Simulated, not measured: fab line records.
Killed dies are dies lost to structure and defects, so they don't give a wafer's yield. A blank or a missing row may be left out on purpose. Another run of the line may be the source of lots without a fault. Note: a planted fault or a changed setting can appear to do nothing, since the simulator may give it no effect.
Which tool was responsible? | flow gf180mcu | 14 lots, 42 wafers sampled, at 3 steps of a route of 602

WHAT THE GAUGES READ, wafer by wafer
GF_CONTACT_CD_MEAS_14 targets a cd of 220 nm.
lot  | measured     | on        | cd_nm (nm)
L828 | day 16 01:38 | cd_sem-02 | 220.2 218.5 220.1
L830 | day 17 02:40 | cd_sem-02 | 220.8 220.3 219.8
L831 | day 17 08:20 | cd_sem-01 | 220.6 219.1 218.7
L832 | day 17 14:57 | cd_sem-01 | 219.5 219.6 219.7
L833 | day 17 20:11 | cd_sem-01 | 223.6 224.5 223.4
L842 | day 21 09:12 | cd_sem-02 | 222.3 221.8 220.9
L843 | day 21 19:49 | cd_sem-01 | 218.0 218.9 218.9
L844 | day 22 03:29 | cd_sem-02 | 219.3 218.9 219.2
L845 | day 22 09:06 | cd_sem-01 | 222.9 222.1 222.4
L846 | day 22 22:59 | cd_sem-01 | 216.8 216.4 216.5
L847 | day 22 23:13 | cd_sem-02 | 218.0 218.9 218.5
L848 | day 23 08:04 | cd_sem-01 | 220.6 221.2 220.5
L850 | day 24 01:50 | cd_sem-02 | 221.5 222.3 220.8
L851 | day 24 03:45 | cd_sem-01 | 219.5 218.5 219.0

GF_V1_BOW_MEAS_05.
lot  | measured     | on            | V1_BOW (um)
L828 | day 17 02:33 | film_metro-03 | 80 71 76
L830 | day 18 04:57 | film_metro-01 | 82 79 81
L831 | day 18 11:23 | film_metro-03 | 74 78 88
L832 | day 18 17:33 | film_metro-03 | 84 87 85
L833 | day 18 22:37 | film_metro-02 | 71 89 91
L842 | day 22 11:21 | film_metro-01 | 89 75 86
L843 | day 22 21:38 | film_metro-03 | 84 77 65
L844 | day 23 05:23 | film_metro-01 | 86 74 89
L845 | day 23 10:58 | film_metro-03 | 71 74 82
L846 | day 24 00:09 | film_metro-03 | 70 65 84
L847 | day 24 01:17 | film_metro-03 | 87 76 87
L848 | day 24 09:38 | film_metro-01 | 80 83 81
L850 | day 25 03:17 | film_metro-01 | 82 91 80
L851 | day 25 04:15 | film_metro-03 | 77 77 90

EACH LOT AND THE TOOL THAT RAN IT (in order: tool; ch and the chambers of the sampled wafers; start)
lot  | GF_HV_LDD_DEVELOP_30
L828 | litho_track-02 ch 0, day 11 13:35
L830 | litho_track-02 ch 0, day 12 07:52
L831 | litho_track-02 ch 0, day 12 11:59
L832 | litho_track-03 ch 0, day 12 21:40
L833 | litho_track-02 ch 0, day 13 01:41
L842 | litho_track-04 ch 0, day 16 04:20
L843 | litho_track-02 ch 0, day 16 14:59
L844 | litho_track-04 ch 0, day 16 20:27
L845 | litho_track-04 ch 0, day 17 05:21
L846 | litho_track-02 ch 0, day 17 17:02
L847 | litho_track-02 ch 0, day 17 19:20
L848 | litho_track-03 ch 0, day 18 03:37
L850 | litho_track-02 ch 0, day 18 17:29
L851 | litho_track-02 ch 0, day 18 23:28
- GF_HV_LDD_DEVELOP_30: develop time 60 s.

AS READ BY THE TOOLS THEMSELVES (means over the sampled wafers that have a number; for cases with no such wafer, the mark the record gives instead)
GF_HV_LDD_DEVELOP_30.
lot  | tool           | developer_temp_C (C)
L828 | litho_track-02 | 22.93
L830 | litho_track-02 | 23.14
L831 | litho_track-02 | 22.15
L832 | litho_track-03 | 22.88
L833 | litho_track-02 | 22.10
L842 | litho_track-04 | 23.00
L843 | litho_track-02 | 23.04
L844 | litho_track-04 | 23.02
L845 | litho_track-04 | 23.09
L846 | litho_track-02 | 22.92
L847 | litho_track-02 | 22.98
L848 | litho_track-03 | 23.23
L850 | litho_track-02 | 23.01
L851 | litho_track-02 | 23.03

THE ANSWER, worked out from the rows above alone
Rule: the lots themselves supply what counts as usual. Put in order of their means at a reading, lots are off if they are a third of the lots or fewer, leave a main group of 4 or more, and stand apart from it by a gap of 3 or more times the standard deviation of the main group's means; of several such gaps the widest counts. A main group is skipped when, at the precision printed for the reading in the tables above, its means are all equal. Also off: a lot with no number at a reading for which 4 or more lots have one. All remaining lots with rows at the step are treated as sound. First the gauges in route order, then the tools' own readings, where a lot's mean is used as printed above. The first step at which some lot is off is used, and at that step the reading that is off furthest; a lot without a number counts as furthest.
Off, at GF_HV_LDD_DEVELOP_30 on developer_temp_C: L831, L833. The main group has a mean of 23.02 C with a standard deviation of 0.093.
If a tool, at that step or one of the process steps before it, ran each lot that is off and ran no sound lot following the first of them, it fits. None of those tried fits.

WHAT THE SIMULATOR HAD INSERTED
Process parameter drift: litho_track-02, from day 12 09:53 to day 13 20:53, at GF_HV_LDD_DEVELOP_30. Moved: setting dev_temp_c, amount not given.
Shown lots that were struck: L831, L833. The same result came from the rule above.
